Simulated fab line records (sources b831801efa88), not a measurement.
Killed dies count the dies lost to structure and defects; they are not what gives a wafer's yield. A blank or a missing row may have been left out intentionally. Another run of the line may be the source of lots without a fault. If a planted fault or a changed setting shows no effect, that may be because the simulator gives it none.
fab line records | flow sfqLine
[record] lots = 7 | wafers = 21 | lastDay = 84
route steps=325 shown M6@262 I6@266
lots with no fault: from the same line, run without faults
startH: the number of hours between the record's first day and the start of the first shown wafer of the lot | waitH: how many hours have passed since the lot's step before this one | " as in the row above | L1.1+2: one row covering several wafers at once | - no value, or no start was given | * or withheld: withheld | < > ~ a bound
route shown NAME@n: NAME is a module with steps in the file, n the number in the route of the first one | usual: average and standard deviation across the fault-free wafers | same: alike in all rows | chamber/n: place in a boat | sites: readings site by site | _std_site: standard deviation across them | _edge_site: mean of outer sites minus mean of inner sites | radiusMm: how far each site lies from the wafer's centre | mask NAME#n: copy n | behind: the last tool/chamber to shape the wafer | hold: reason for holding the lot/hours on hold/outcome of the hold | device: whichever transistor did not switch (one of n, p or np) | end of line: the route-end tests of the same wafers | a step given without rows: its recipe and nothing more | killed: at the first sort, the dies lost to defects and structure; wafer yield is something else | map: a wafer's dies, marking killed ones x, the rest . and places with no die _
set.NAME: the setting that was run; set.NAME@STEP: the one run at that earlier step | model.NAME: the simulator's own value behind a step, which no gauge read
lots at some steps of the route; a table a step, a row a wafer
services: when a tool's chamber went out of use (startH, in hours from the record's first day, below 0 if earlier), for how many hours, and the reason
[[steps]]
[step SFQ_TRILAYER_M6_BARC_OPEN_METAL_ETCH_206]
[recipe] maskMaterial = PR | chemistry = O2 | targetDepthNm = 125 | target = BARC | icpW = 600 | biasW = 80 | pressureMtorr = 10 | timeS = 41.7
[usual] drypumpMotorCurrentA = 5.62/0.28 | oesProductAu = 0.685/0.0043 | rfFwdPowerW = 594.0/1.9
lot.wafer | tool        | chamber | startH  | waitH | drypumpMotorCurrentA | oesProductAu | rfFwdPowerW | rfHoursCounterH
L830.3    | rieMetal-01 | 0       | 1555.25 | 0.0   | 5.91                 | 0.686        | 594.2       | -
L830.4    | "           | 1       | "       | "     | 5.48                 | 0.682        | 592.3       | -
L830.6    | "           | 1       | "       | "     | 5.47                 | 0.686        | 595.4       | -
L840.1    | rieMetal-04 | 0       | 1646.23 | 0.0   | 6.10                 | 0.687        | 592.8       | 72
L840.5    | "           | 1       | "       | "     | 5.63                 | 0.687        | 594.4       | -
L840.6    | "           | 0       | "       | "     | 6.11                 | 0.691        | 594.1       | -
L841.3    | rieMetal-03 | 1       | 1658.25 | 0.0   | 5.28                 | 0.685        | 593.2       | -
L841.4    | "           | 0       | "       | "     | 5.51                 | 0.680        | 593.5       | -
L841.5    | "           | 1       | "       | "     | 5.31                 | 0.683        | 593.0       | -
L842.3    | rieMetal-01 | 1       | 1663.05 | 0.0   | 5.46                 | 0.686        | 594.9       | -
L842.5    | "           | 0       | "       | "     | 5.90                 | 0.692        | 594.9       | -
L842.6    | "           | 1       | "       | "     | 5.47                 | 0.679        | 596.5       | -
L846.1    | rieMetal-03 | 0       | 1708.75 | 0.0   | 5.52                 | 0.690        | 596.0       | 37
L846.2    | "           | 1       | "       | "     | 5.30                 | 0.687        | 593.3       | 119
L846.5    | "           | 0       | "       | "     | 5.51                 | 0.677        | 591.6       | -
L847.1    | rieMetal-03 | 0       | 1740.28 | 0.0   | 5.52                 | 0.681        | 593.8       | 42
L847.2    | "           | 1       | "       | "     | 5.25                 | 0.683        | 592.6       | 124
L847.3    | "           | 0       | "       | "     | 5.52                 | 0.682        | 592.5       | -
L851.2    | rieMetal-01 | 0       | 1752.60 | 0.0   | 5.90                 | 0.689        | 592.7       | 63
L851.3    | "           | 0       | "       | "     | 5.90                 | 0.685        | 594.3       | -
L851.6    | "           | 0       | "       | "     | 5.90                 | 0.674        | 594.3       | -
[step SFQ_TRILAYER_M6_ETCH_METAL_ETCH_162]
[recipe] target = Nb | stopOn = SiO2 | maskMaterial = PR | chemistry = Cl2/Ar | targetDepthNm = 240 | icpW = 600 | biasW = 80 | pressureMtorr = 10 | timeS = 120
[usual] drypumpMotorCurrentA = 5.61/0.27 | oesProductAu = 0.898/0.0066 | rfFwdPowerW = 597.8/2.1
lot.wafer | tool        | chamber | startH  | waitH | drypumpMotorCurrentA | oesProductAu | rfFwdPowerW | rfHoursCounterH
L830.3    | rieMetal-01 | 0       | 1555.33 | 0.1   | 5.90                 | 0.898        | 601.8       | -
L830.4    | "           | 1       | "       | "     | 5.46                 | 0.895        | 596.7       | -
L830.6    | "           | 1       | "       | "     | 5.46                 | 0.897        | 596.5       | -
L840.1    | rieMetal-04 | 0       | 1646.29 | 0.0   | 6.12                 | 0.905        | 596.8       | 72
L840.5    | "           | 1       | "       | "     | 5.66                 | 0.902        | 597.3       | -
L840.6    | "           | 0       | "       | "     | 6.12                 | 0.905        | 596.9       | -
L841.3    | rieMetal-03 | 1       | 1658.33 | 0.1   | 5.24                 | 0.900        | 598.0       | -
L841.4    | "           | 0       | "       | "     | 5.50                 | 0.892        | 601.4       | -
L841.5    | "           | 1       | "       | "     | 5.29                 | 0.898        | 596.0       | -
L842.3    | rieMetal-01 | 1       | 1663.16 | 0.1   | 5.47                 | 0.888        | 600.7       | -
L842.5    | "           | 0       | "       | "     | 5.90                 | 0.892        | 596.3       | -
L842.6    | "           | 1       | "       | "     | 5.47                 | 0.892        | 596.2       | -
L846.1    | rieMetal-03 | 0       | 1708.81 | 0.0   | 5.50                 | 0.900        | 599.9       | 37
L846.2    | "           | 1       | "       | "     | 5.29                 | 0.909        | 597.4       | 119
L846.5    | "           | 0       | "       | "     | 5.51                 | 0.899        | 597.4       | -
L847.1    | rieMetal-03 | 0       | 1740.34 | 0.0   | 5.51                 | 0.892        | 596.1       | 42
L847.2    | "           | 1       | "       | "     | 5.28                 | 0.891        | 596.4       | 124
L847.3    | "           | 0       | "       | "     | 5.50                 | 0.899        | 598.7       | -
L851.2    | rieMetal-01 | 0       | 1752.66 | 0.0   | 5.91                 | 0.892        | 598.3       | 63
L851.3    | "           | 0       | "       | "     | 5.90                 | 0.893        | 597.7       | -
L851.6    | "           | 0       | "       | "     | 5.91                 | 0.889        | 599.3       | -
[step SFQ_TRILAYER_M6_STRIP_STRIP_163]
[recipe] gas = O2 | powerW = 200 | platenTempC = 40 | overashFraction = 0.65 | chemistry = O2 | pressureMtorr = 50
[usual] drypumpMotorCurrentA = 5.62/0.28 | oesProductAu = 1.004/0.0089
lot.wafer | tool        | chamber | startH  | waitH | drypumpMotorCurrentA | oesProductAu | rfHoursCounterH
L830.3    | rieMetal-01 | 0       | 1555.61 | 0.2   | 5.92                 | 0.999        | -
L830.4    | "           | 1       | "       | "     | 5.47                 | 0.985        | -
L830.6    | "           | 1       | "       | "     | 5.46                 | 0.984        | -
L840.1    | rieMetal-04 | 0       | 1646.41 | 0.1   | 6.13                 | 1.014        | 72
L840.5    | "           | 1       | "       | "     | 5.65                 | 1.002        | -
L840.6    | "           | 0       | "       | "     | 6.12                 | 1.012        | -
L841.3    | rieMetal-03 | 1       | 1658.61 | 0.2   | 5.27                 | 1.028        | -
L841.4    | "           | 0       | "       | "     | 5.53                 | 1.011        | -
L841.5    | "           | 1       | "       | "     | 5.28                 | 1.020        | -
L842.3    | rieMetal-01 | 1       | 1663.54 | 0.3   | 5.46                 | 0.992        | -
L842.5    | "           | 0       | "       | "     | 5.89                 | 0.998        | -
L842.6    | "           | 1       | "       | "     | 5.45                 | 0.989        | -
L846.1    | rieMetal-03 | 0       | 1708.94 | 0.1   | 5.52                 | 1.008        | 37
L846.2    | "           | 1       | "       | "     | 5.25                 | 1.008        | 119
L846.5    | "           | 0       | "       | "     | 5.51                 | 1.011        | -
L847.1    | rieMetal-03 | 0       | 1740.46 | 0.1   | 5.52                 | 1.009        | 42
L847.2    | "           | 1       | "       | "     | 5.28                 | 1.005        | 124
L847.3    | "           | 0       | "       | "     | 5.52                 | 1.015        | -
L851.2    | rieMetal-01 | 0       | 1752.78 | 0.1   | 5.91                 | 0.997        | 63
L851.3    | "           | 0       | "       | "     | 5.92                 | 0.999        | -
L851.6    | "           | 0       | "       | "     | 5.90                 | 1.008        | -
[step SFQ_TRILAYER_M6_STRIP_SOLV_CLEAN_164]
[recipe] chemistry = NMP | tempC = 70 | timeS = 600
[step SFQ_TRILAYER_I6_DEP_PECVD_165]
[recipe] material = SiO2 | tempC = 150 | timeS = 111.11 | pressureTorr = 2.4 | rfW = 183.3 | precursor = SiH4/N2O | targetThkNm = 500
[usual] heaterPowerW = 90/23 | rfFwdPowerW = 182.4/0.61 | throttleValvePct = 24.8/1.4
lot.wafer | tool     | chamber | startH  | waitH | heaterPowerW | rfFwdPowerW | throttleValvePct
L830.3    | pecvd-03 | 0       | 1556.19 | 0.0   | 129          | 181.8       | 23.9
L830.4    | "        | 2       | "       | "     | 86           | 182.7       | 26.5
L830.6    | "        | 0       | "       | "     | 136          | 182.5       | 23.6
L840.1    | pecvd-03 | 1       | 1647.19 | 0.0   | 76           | 182.3       | 25.0
L840.5    | "        | 2       | "       | "     | 87           | 181.8       | 26.7
L840.6    | "        | 0       | "       | "     | 129          | 182.6       | 23.8
L841.3    | pecvd-01 | 0       | 1659.19 | 0.0   | 64           | 182.9       | 25.6
L841.4    | "        | 1       | "       | "     | 85           | 181.7       | 23.6
L841.5    | "        | 0       | "       | "     | 66           | 181.6       | 25.7
L842.3    | pecvd-03 | 1       | 1664.25 | 0.0   | 68           | 182.1       | 24.9
L842.5    | "        | 2       | "       | "     | 74           | 182.4       | 26.5
L842.6    | "        | 1       | "       | "     | 71           | 181.8       | 25.1
L846.1    | pecvd-03 | 2       | 1709.73 | 0.0   | 84           | 181.5       | 26.8
L846.2    | "        | 1       | "       | "     | 76           | 182.6       | 25.0
L846.5    | "        | 2       | "       | "     | 86           | 181.8       | 26.5
L847.1    | pecvd-03 | 2       | 1741.24 | 0.0   | 86           | 181.9       | 26.7
L847.2    | "        | 1       | "       | "     | 76           | 181.9       | 25.2
L847.3    | "        | 0       | "       | "     | 125          | 182.1       | 23.9
L851.2    | pecvd-01 | 1       | 1753.56 | 0.0   | 73           | 182.0       | 21.7
L851.3    | "        | 2       | "       | "     | 95           | 182.9       | 22.5
L851.6    | "        | 1       | "       | "     | 76           | 181.0       | 21.9
[step SFQ_TRILAYER_I6_CMP_CMP_166]
[recipe] material = SiO2 | downForcePsi = 3 | platenRpm = 60 | padVelocityMS = 0.94248
[usual] motorCurrentA = 10.3/1.1 | slurryFlowMlMin = 150.0/0.42 | timeToEndpointS = 213/5.8
lot.wafer | tool   | chamber | startH  | waitH | motorCurrentA | slurryFlowMlMin | timeToEndpointS
L830.4    | cmp-02 | 3       | 1556.26 | 0.0   | 10.9          | 149.5           | 223
L830.3    | "      | 0       | "       | "     | 10.7          | 150.1           | 218
L830.6    | "      | 0       | 1558.76 | 2.5   | 11.1          | 149.9           | 218
L840.1    | cmp-01 | 2       | 1647.76 | 0.5   | 8.8           | 149.9           | 207
L840.6    | "      | 1       | 1649.26 | 2.0   | 9.5           | 150.7           | 215
L840.5    | "      | 2       | "       | "     | 8.6           | 150.3           | 212
L841.3    | cmp-02 | 1       | 1660.99 | 1.8   | 10.8          | 149.8           | 208
L841.4    | "      | 3       | 1661.99 | 2.7   | 10.5          | 150.1           | 208
L841.5    | "      | 1       | 1662.99 | 3.7   | 10.3          | 149.5           | 215
L842.3    | cmp-02 | 3       | 1664.83 | 0.5   | 10.8          | 149.5           | 207
L842.5    | "      | 2       | 1666.33 | 2.0   | 11.2          | 150.6           | 217
L842.6    | "      | 3       | "       | "     | 10.4          | 150.3           | 217
L846.2    | cmp-01 | 3       | 1712.85 | 3.1   | 10.1          | 149.9           | 203
L846.1    | "      | 0       | "       | "     | 12.1          | 150.0           | 213
L846.5    | "      | 2       | 1714.35 | 4.5   | 8.3           | 150.1           | 215
L847.1    | cmp-02 | 3       | 1741.32 | 0.0   | 10.2          | 149.9           | 204
L847.3    | "      | 0       | "       | "     | 11.0          | 150.6           | 207
L847.2    | "      | 1       | "       | "     | 10.9          | 149.8           | 202
L851.2    | cmp-02 | 1       | 1753.64 | 0.0   | 10.8          | 150.7           | 211
L851.3    | "      | 2       | "       | "     | 11.7          | 150.7           | 212
L851.6    | "      | 1       | 1755.64 | 2.0   | 10.4          | 149.4           | 210
[step SFQ_I6_BOW_MEAS_941]
[recipe] mode = bow
[usual] I6_BOW = 7/13
lot.wafer | tool         | chamber | startH  | waitH | I6_BOW[um]
L830.3    | filmMetro-04 | -       | 1559.30 | 2.0   | -10
L830.4    | "            | -       | "       | "     | 0
L830.6    | "            | -       | "       | "     | 1
L840.1    | filmMetro-03 | -       | 1650.26 | 2.0   | 5
L840.5    | "            | -       | "       | "     | 0
L840.6    | "            | -       | "       | "     | 13
L841.3    | filmMetro-03 | -       | 1664.03 | 2.5   | 26
L841.4    | "            | -       | "       | "     | 24
L841.5    | "            | -       | "       | "     | 18
L842.3    | filmMetro-04 | -       | 1667.37 | 2.0   | 22
L842.5    | "            | -       | "       | "     | 17
L842.6    | "            | -       | "       | "     | 33
L846.1    | filmMetro-01 | -       | 1714.85 | 1.0   | 11
L846.2    | "            | -       | "       | "     | 8
L846.5    | "            | -       | "       | "     | -9
L847.1    | filmMetro-03 | -       | 1744.32 | 2.5   | 20
L847.2    | "            | -       | "       | "     | 26
L847.3    | "            | -       | "       | "     | 13
L851.2    | filmMetro-03 | -       | 1756.66 | 2.5   | 22
L851.3    | "            | -       | "       | "     | 21
L851.6    | "            | -       | "       | "     | 29
[step SFQ_TRILAYER_I6_METRO_MEASURE_167]
[step SFQ_TRILAYER_I6_VIA_LITHO_COAT_174]
[recipe] resist = BARC | spinRpm = 3021 | resistThkNm = 62
[step SFQ_TRILAYER_I6_VIA_LITHO_COAT_169]
[recipe] resist = KrF | spinRpm = 3000 | resistThkNm = 650
[step SFQ_TRILAYER_I6_VIA_LITHO_SOFTBAKE_173]
[recipe] tempC = withheld | timeS = withheld | resist = KrF
[step SFQ_TRILAYER_I6_VIA_LITHO_EXPOSE_170]
[recipe] maskId = I6 | na = 0.6 | sourceShape = conventional | sigmaOuter = 0.65 | targetCdNm = 700 | doseMj = 21.3
[step SFQ_TRILAYER_I6_VIA_LITHO_PEB_172]
[recipe] pebTempC = 115 | pebTimeS = 60 | resist = KrF
[usual] chillPlateTempC = 23.00/0.097 | exhaustPa = 45.0/0.87
lot.wafer | tool          | chamber | startH  | waitH | chillPlateTempC | exhaustPa
L830.3    | lithoTrack-04 | 0       | 1673.67 | 0.7   | 23.20           | 45.0
L830.4    | "             | 0       | "       | "     | 23.03           | 44.3
L830.6    | "             | 0       | "       | "     | 23.18           | 45.8
L840.1    | lithoTrack-01 | -       | 1742.85 | 1.0   | -               | -
L840.5    | "             | -       | "       | "     | -               | -
L840.6    | "             | -       | "       | "     | -               | -
L841.3    | lithoTrack-04 | -       | 1753.70 | 0.7   | -               | -
L841.4    | "             | -       | "       | "     | -               | -
L841.5    | "             | -       | "       | "     | -               | -
L842.3    | lithoTrack-01 | -       | 1757.30 | 0.7   | -               | -
L842.5    | "             | -       | "       | "     | -               | -
L842.6    | "             | -       | "       | "     | -               | -
L846.1    | lithoTrack-04 | 0       | 1807.21 | 1.0   | 22.90           | 45.5
L846.2    | "             | 0       | "       | "     | 22.99           | 45.6
L846.5    | "             | 0       | "       | "     | 22.96           | 45.5
L847.1    | lithoTrack-04 | 0       | 1837.31 | 1.0   | 22.93           | 44.4
L847.2    | "             | 0       | "       | "     | 23.19           | 45.4
L847.3    | "             | 0       | "       | "     | 23.02           | 44.2
L851.2    | lithoTrack-01 | 0       | 1849.33 | 0.8   | 22.93           | 44.4
L851.3    | "             | 0       | "       | "     | 23.06           | 46.0
L851.6    | "             | 0       | "       | "     | 22.94           | 43.6
[step SFQ_TRILAYER_I6_VIA_LITHO_DEVELOP_171]
[recipe] timeS = 60 | resist = KrF
[[services]]
tool        | chamber | startH  | hours | kind
pecvd-03    | -       | 1538.18 | 2.8   | pm
cmp-01      | -       | 1571.45 | 2.4   | repair
rieMetal-03 | -       | 1581.46 | 14.6  | pm
cmp-02      | -       | 1593.65 | 4.0   | pm
cmp-01      | -       | 1603.83 | 1.4   | repair
pecvd-01    | 1       | 1604.71 | 4.8   | repair
cmp-01      | -       | 1613.22 | 16.7  | pm
cmp-02      | -       | 1629.34 | 2.0   | repair
rieMetal-01 | 0       | 1643.39 | 6.0   | repair
cmp-02      | -       | 1652.50 | 2.5   | repair
rieMetal-04 | -       | 1653.01 | 2.8   | pm
pecvd-01    | -       | 1686.25 | 14.0  | pm
cmp-02      | -       | 1713.49 | 6.1   | pm
pecvd-01    | -       | 1713.54 | 2.9   | repair
rieMetal-04 | -       | 1753.31 | 4.3   | pm
rieMetal-03 | 1       | 1768.75 | -     | clean
cmp-01      | -       | 1773.19 | 4.0   | pm
cmp-02      | -       | 1780.06 | 0.5   | repair
cmp-01      | -       | 1788.46 | 4.2   | pm
pecvd-03    | 1       | 1805.26 | 4.3   | repair
rieMetal-01 | 0       | 1821.55 | 4.8   | repair
rieMetal-04 | -       | 1823.03 | 0.3   | repair
pecvd-03    | 2       | 1837.25 | 6.3   | repair
cmp-02      | -       | 1846.63 | 0.8   | repair
[[key]]
[firstSign] step = SFQ_TRILAYER_I6_VIA_LITHO_PEB_172 | reading = toolRecord | direction = missing
effect none on later readings
metAt SFQ_TRILAYER_I6_VIA_LITHO_PEB_172
struckWafers L840.1,L840.5,L840.6,L841.3,L841.4,L841.5,L842.3,L842.5,L842.6
onsetBetween 1673.67 1742.85
[fault] kind = skippedStepWhole | tool = lithoTrack-01,lithoTrack-04 | chamber = - | onsetH = 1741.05 | steps = SFQ_TRILAYER_I6_VIA_LITHO_PEB_172 | scope = struckLotsOnly
